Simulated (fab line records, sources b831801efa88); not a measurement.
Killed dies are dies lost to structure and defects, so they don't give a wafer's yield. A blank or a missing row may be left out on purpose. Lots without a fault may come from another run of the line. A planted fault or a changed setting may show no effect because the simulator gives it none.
Chamber matching | flow sky130 | SKY_SONOS_ONO_ETCH_15 on rie_diel-04: 4 sister chambers
The step etches the open film in CHF3/O2, target depth 19.52 nm, time 7.8 s. 18 wafers are shown with their chamber, then 9 later ones without.

WAFERS WITH THEIR CHAMBER
wafer  | chamber | drypump_motor_current_A (A) | oes_product_au (a.u.) | O2_flow_sccm (sccm)
L077.1 | 1       | 5.9                         | 1.022                 | 4.990
L077.5 | 1       | 5.9                         | 1.015                 | 4.997
L077.6 | 0       | 5.5                         | 0.998                 | 4.986
L078.1 | 3       | 5.4                         | 0.989                 | 4.975
L078.4 | 1       | 5.9                         | 1.012                 | 5.010
L078.5 | 3       | 5.4                         | 0.995                 | 4.959
L079.1 | 3       | 5.3                         | 1.017                 | 5.009
L079.4 | 1       | 5.9                         | 1.017                 | 5.016
L079.5 | 0       | 5.4                         | 0.999                 | 5.007
L080.4 | 3       | 5.4                         | 0.998                 | 4.995
L080.5 | 1       | 5.9                         | 1.010                 | 5.012
L080.6 | 0       | 5.5                         | 0.991                 | 4.995
L081.1 | 0       | 5.5                         | 0.999                 | 4.992
L081.2 | 1       | 5.9                         | 1.019                 | 4.995
L081.3 | 2       | 5.9                         | 1.014                 | 4.992
L087.1 | 2       | 5.9                         | 1.006                 | 5.001
L087.2 | 3       | 5.4                         | 1.009                 | 4.981
L087.6 | 0       | 5.5                         | 1.003                 | 4.975

SIGNATURES (means of the wafers above)
reading                 | chamber 0 | chamber 1 | chamber 2 | chamber 3 | scatter within a chamber
drypump_motor_current_A | 5.480     | 5.900     | 5.900     | 5.380     | 0.0338
oes_product_au          | 0.99800   | 1.01583   | 1.01000   | 1.00160   | 0.00714
O2_flow_sccm            | 4.99100   | 5.00333   | 4.99650   | 4.98380   | 0.0137
Rule: a wafer's distance from a chamber is the root of the sum, over the readings, of the square of ((its reading less the chamber's mean) divided by the reading's scatter). The wafer belongs to the nearest chamber; if the next one is less than 2 further off, it can't be placed. The scatter: the root of (the sum of the squares of (reading less its chamber's mean) over the shown wafers, divided by (wafers less chambers)).

WAFERS WITHOUT THEIR CHAMBER
wafer  | drypump_motor_current_A (A) | oes_product_au (a.u.) | O2_flow_sccm (sccm)
L092.2 | 5.4                         | 1.011                 | 5.009
L092.3 | 5.9                         | 1.028                 | 5.005
L092.5 | 5.4                         | 1.003                 | 4.987
L094.2 | 5.4                         | 1.012                 | 5.013
L094.4 | 5.4                         | 1.006                 | 4.984
L094.6 | 5.9                         | 1.004                 | 4.991
L096.1 | 5.9                         | 1.009                 | 5.002
L096.4 | 5.5                         | 1.003                 | 4.990
L096.5 | 5.3                         | 1.005                 | 5.007

WHICH CHAMBER EACH WENT THROUGH
wafer  | from the rows above     | in truth
L092.2 | can't be placed: 3 or 0 | 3
L092.3 | can't be placed: 1 or 2 | 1
L092.5 | can't be placed: 3 or 0 | 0
L094.2 | can't be placed: 3 or 0 | 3
L094.4 | can't be placed: 3 or 0 | 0
L094.6 | can't be placed: 2 or 1 | 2
L096.1 | can't be placed: 2 or 1 | 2
L096.4 | 0                       | 0
L096.5 | 3                       | 3
Placed correctly: 2 of 9. Can't be placed from these rows: 7 (the true chamber is among the candidates in 7). Placed wrongly: 0.
